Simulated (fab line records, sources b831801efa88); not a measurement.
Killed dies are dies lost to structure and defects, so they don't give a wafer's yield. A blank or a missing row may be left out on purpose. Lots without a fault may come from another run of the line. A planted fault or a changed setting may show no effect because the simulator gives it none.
One fault seen from 2 desks | flow gf180mcu | each desk has only its own numbers; what lay behind them comes last

THE TOOL OWNER'S DESK: pvd_sputter-03
The tool's own readings at GF_MIM_SPUTTER_08 (material AlCu, target thk 200 nm, time 10.6 s): means of the sampled wafers that have a number, for each lot that ran on this tool. A lot is out of limits, marked OUT, if its mean lies more than 4 standard deviations from the usual mean; the brackets give that distance.
Columns: A = throttle_valve_pct at GF_MIM_SPUTTER_08, usual 29.3 %
lot  | first seen here | A
L500 | day 27 17:20    | 30.0
This desk's finding: nothing out of limits on the one lot.

THE METROLOGY DESK
What the gauges read, lot by lot, whatever tool the lot ran on: means of the sampled wafers that have a number. A lot is out of limits, marked OUT, if its mean lies more than 4 standard deviations from the usual mean; the brackets give that distance.
Columns: A = MIM_ALCU_RS at GF_MIM_RS_MEAS_10, usual 0.1603 ohm/sq; B = MIM_ALCU_THK at GF_MIM_THK_MEAS_11, usual 197.4 nm
lot  | first seen here | A                 | B
L492 | day 25 06:43    | 0.1637            | 193.6
L499 | day 27 10:30    | 0.1632            | 193.3
L500 | day 27 17:26    | 0.1413 (-8.6) OUT | 225.8 (+11) OUT
L502 | day 28 12:27    | 0.1619            | 195.9
L504 | day 28 21:51    | 0.1606            | 197.8
L505 | day 29 06:56    | 0.1619            | 196.0
L507 | day 29 22:03    | 0.1598            | 197.6
L508 | day 30 06:16    | 0.1582            | 200.2
L509 | day 30 10:20    | 0.1603            | 197.9
L512 | day 31 04:10    | 0.1580            | 199.5
L513 | day 31 06:35    | 0.1587            | 198.7
This desk's finding: out of limits on L500; first on L500, day 27 17:26 (MIM_ALCU_RS at GF_MIM_RS_MEAS_10). In limits: L492, L499, L502, L504, L505, L507, L508, L509, L512, L513.

PUT TOGETHER
The metrology desk could have raised an alarm at day 27 17:26, on L500.
The tool owner's desk saw nothing out of limits.
The tool owner's desk has L500 on record, within its limits.
Of the lots named, all ran GF_MIM_SPUTTER_08 on pvd_sputter-03.

WHAT THE SIMULATOR HAD PUT IN
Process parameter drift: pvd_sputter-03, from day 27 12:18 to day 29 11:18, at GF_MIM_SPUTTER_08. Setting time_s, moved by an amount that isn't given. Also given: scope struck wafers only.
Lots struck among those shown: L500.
Hours from the fault's start to each desk's first reading out of limits: the metrology desk, 5.
